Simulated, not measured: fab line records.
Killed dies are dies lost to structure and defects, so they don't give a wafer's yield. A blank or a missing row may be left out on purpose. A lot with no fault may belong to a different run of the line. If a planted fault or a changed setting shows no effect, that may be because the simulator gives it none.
2 desks looking at one fault :: flow gf180mcu :: each desk has only its own numbers; what lay behind them comes last

## AT THE METROLOGY DESK
What the gauges read, lot by lot, whatever tool the lot ran on: means of the sampled wafers that have a number. A lot is out of limits, marked OUT, if its mean lies more than 4 standard deviations from the usual mean; the brackets give that distance.
Columns: A = V1_W_RS at GF_V1_RS_MEAS_24, usual 0.329 ohm/sq; B = V1_W_THK at GF_V1_THK_MEAS_25, usual 360 nm; C = M2_ALCU_RS at GF_M2_RS_MEAS_05, usual 0.0697 ohm/sq; D = M2_ALCU_THK at GF_M2_THK_MEAS_06, usual 457 nm; E = cd-nm at GF_M2_CD_MEAS_14, usual 280.4 nm; F = M2_OVL at GF_M2_OVL_MEAS_15, usual 6 nm
lot: L126
first seen here: day 20 12:15
A: 0.330
B: 357
C: 0.0697
D: 456
E: 281.3
F: 4

lot: L127
first seen here: day 20 21:59
A: 0.328
B: 356
C: 0.0705
D: 451
E: 280.7
F: 6

lot: L133
first seen here: day 22 23:37
A: 0.329
B: 354
C: 0.0734
D: 431
E: 279.6
F: 7

lot: L135
first seen here: day 23 14:31
A: 0.330
B: 355
C: 0.0720
D: 445
E: 281.1
F: 5

lot: L138
first seen here: day 24 15:49
A: 0.325
B: 373
C: 0.0695
D: 456
E: 281.0
F: 13

lot: L141
first seen here: day 25 15:01
A: 0.325
B: 361
C: 0.0692
D: 459
E: 280.2
F: 6
This desk found nothing out of limits on any of the 6 lots.

## THE TOOL OWNER'S DESK: pvd-sputter-01
The tool's own readings at GF_M2_SPUTTER_02 (material AlCu, target thk 450 nm, time 23.9 s): means of the sampled wafers that have a number, for each lot that ran on this tool. A lot is out of limits, marked OUT, if its mean lies more than 4 standard deviations from the usual mean; the brackets give that distance.
Columns: A = throttle-valve-pct at GF_M2_SPUTTER_02, usual 30.4 %
lot: L127
first seen here: day 20 22:35
A: 29.7

lot: L133
first seen here: day 23 00:10
A: 30.9

lot: L135
first seen here: day 23 15:07
A: 30.2
This desk found nothing out of limits on any of the 3 lots.

## ALL TOGETHER
At the metrology desk, nothing out of limits was observed.
The tool owner's desk saw nothing out of limits.

## WHAT THE SIMULATOR PUT IN
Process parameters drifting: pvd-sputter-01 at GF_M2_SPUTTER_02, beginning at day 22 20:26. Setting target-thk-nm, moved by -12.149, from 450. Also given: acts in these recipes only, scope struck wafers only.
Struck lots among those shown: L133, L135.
